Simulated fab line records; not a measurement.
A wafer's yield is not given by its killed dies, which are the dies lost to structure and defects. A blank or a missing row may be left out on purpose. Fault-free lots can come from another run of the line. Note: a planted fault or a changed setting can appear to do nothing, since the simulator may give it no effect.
A lot that was struck, set against a sound lot / flow gf180mcu / 14 steps out of a route of 602
Sound: these wafers, L873.2, L873.5, L873.6. Wafers L882.2, L882.4, L882.5 were the ones struck. The cause is named last.
At each step with rows: each side's tool, then ch and its chambers, then its first start. Under that, the readings that differ: sound wafers / struck wafers / difference of the means / sigmas: that difference in standard deviations of wafers without a fault.
alike: readings whose means differ by less than 2 such deviations, and words and numbers that are the same on both sides. not compared: withheld readings, readings that some wafer has no value for, bounds like >300 that may hide the same value, and numbers for which the record gives no deviation and whose values overlap.
The two part at a step that has a row with sigmas, a row that says differs or no value, or rows on one side only. Numbers that have no deviation but don't overlap get no sigmas and don't part them. Lack of a reading on every wafer of one side parts them only where that side has two or more wafers.

first, 3 steps without rows for these wafers: GF_CONTACT_CLEAN_19 (cleans in SPM); GF_CONTACT_CLEAN_20 (cleans in DIW); GF_CONTACT_CLEAN_21 (cleans in dHF, time 20 s).
GF_CONTACT_SPUTTER_22: material Ti, target thk 15 nm, time 80.02 s.
  sound on pvdSputter-02 at day 17 16:20; struck on pvdSputter-02 at day 20 17:24
  alike: cathodeDcPowerW, chamberPressurePa, throttleValvePct
then, 1 step without rows for these wafers: GF_CONTACT_SPUTTER_23 (material TiN, target thk 10 nm, time 40 s).
GF_CONTACT_CVD_24: deposits W, target thk 300 nm, time 90.339 s.
  sound on cvdW-02 ch 0,1, day 17 16:26; struck on cvdW-02 ch 1, day 20 17:30
  alike: heaterPowerW
GF_CONTACT_RS_MEAS_25: the measuring method here is four-point-probe.
  sound on filmMetro-02 at day 17 16:34; struck on filmMetro-03 at day 20 17:37
  alike: CONTACT_W_RS
GF_CONTACT_THK_MEAS_26: measures by xrf.
  sound on filmMetro-02 at day 17 16:40; struck on filmMetro-03 at day 20 17:44
  alike: CONTACT_W_THK
GF_CONTACT_CMP_27: polishes, stops on SiO2, t overpolish 15 s, target thk 0 nm.
  sound on cmp-01 ch 2,3, day 17 16:46; struck on cmp-01 ch 0,2,3, day 20 17:50
  alike: motorCurrentA, overpolishRunS, platenRpm, timeToEndpointS
then, 2 steps without rows for these wafers: GF_M1_SPUTTER_00 (material Ti, target thk 37.5 nm, time 150 s); GF_M1_SPUTTER_01 (material TiN, target thk 30 nm, time 25 s).
GF_M1_SPUTTER_02: material AlCu, target thk 450 nm, time 23.9 s.
  sound on pvdSputter-04 at day 17 17:09; struck on pvdSputter-03 at day 20 18:13
  alike: cathodeDcPowerW, chamberPressurePa, throttleValvePct
GF_M1_SPUTTER_03: material Ti, target thk 10 nm, time 6.7 s.
  sound on pvdSputter-04 at day 17 17:11; struck on pvdSputter-03 at day 20 18:14
  no value came back on the struck wafers for cathodeDcPowerW (W), chamberPressurePa (Pa), throttleValvePct (%); on the sound wafers cathodeDcPowerW (W) reads 2999.9 3000.6 3000.3
GF_M1_SPUTTER_04: material TiN, target thk 50 nm, time 41.7 s.
  sound on pvdSputter-04 at day 17 17:12; struck on pvdSputter-03 at day 20 18:16
  alike: cathodeDcPowerW, chamberPressurePa, throttleValvePct

== WHERE THEY PART ==
At GF_M1_SPUTTER_03 and nowhere else, as far as this record goes. Later steps at which nothing parts them and some readings are alike: GF_M1_SPUTTER_04.

WHY: what had been put in by the simulator
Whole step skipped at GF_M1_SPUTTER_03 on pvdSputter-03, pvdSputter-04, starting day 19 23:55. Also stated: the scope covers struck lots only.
